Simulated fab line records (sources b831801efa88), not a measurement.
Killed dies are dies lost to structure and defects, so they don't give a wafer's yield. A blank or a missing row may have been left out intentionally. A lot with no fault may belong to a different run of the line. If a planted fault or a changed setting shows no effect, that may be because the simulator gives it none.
What tool caused it?	flow sky130	6 lots with 18 wafers sampled at 3 steps, on a route of 708 steps

WHAT EACH GAUGE READ, for each wafer
SKY_POLY_CUT_OVL_MEAS_09.
lot	measured	on	POLY_CUT_OVL (nm)
L757	day 24 17:11	overlay-01	-10 -13 -7
L764	day 27 05:04	overlay-02	0 -2 -6
L769	day 28 22:35	overlay-02	-7 1 -14
L773	day 30 10:14	overlay-02	-2 -1 -6
L774	day 30 14:45	overlay-02	9 -8 1
L778	day 31 23:06	overlay-01	-10 -12 -7

EACH LOT AND THE TOOL THAT RAN IT (in order: tool; ch and the chambers of the sampled wafers; start)
lot	SKY_LDD_HVP_SOFTBAKE_03	SKY_LDD_HVP_STRIP_09
L757	litho track-03 ch 0, day 21 11:11	plasma asher-01 ch 0, day 22 03:23
L764	litho track-02 ch 0, day 23 23:55	plasma asher-01 ch 0,1, day 24 14:47
L769	litho track-04 ch 0, day 25 21:01	plasma asher-01 ch 0,1, day 26 12:00
L773	litho track-03 ch 0, day 27 03:47	plasma asher-01 ch 0,1, day 27 18:03
L774	litho track-02 ch 0, day 27 11:43	plasma asher-03 ch 0,1, day 28 01:59
L778	litho track-02 ch 0, day 28 23:31	plasma asher-03 ch 0,1, day 29 13:35
- SKY_LDD_HVP_SOFTBAKE_03: time 60 s.
- SKY_LDD_HVP_STRIP_09: strips in O2/N2.

THE ANSWER, worked out from the rows above alone
Rule: the lots themselves supply what counts as usual. The widest of any qualifying gaps counts: lots, ordered by their means at a reading, are off when they make up no more than a third of the lots, leave a main group of 4 or more, and stand apart from it by 3 or more times the standard deviation of that group's means. A main group is skipped when, at the precision printed for the reading in the tables above, its means are all equal. Also off: a lot with no number at a reading for which 4 or more lots have one. Any other lot the step has rows for is counted as sound.
No lot is off at any reading shown: from this, nothing can be told.

WHAT THE SIMULATOR PUT IN
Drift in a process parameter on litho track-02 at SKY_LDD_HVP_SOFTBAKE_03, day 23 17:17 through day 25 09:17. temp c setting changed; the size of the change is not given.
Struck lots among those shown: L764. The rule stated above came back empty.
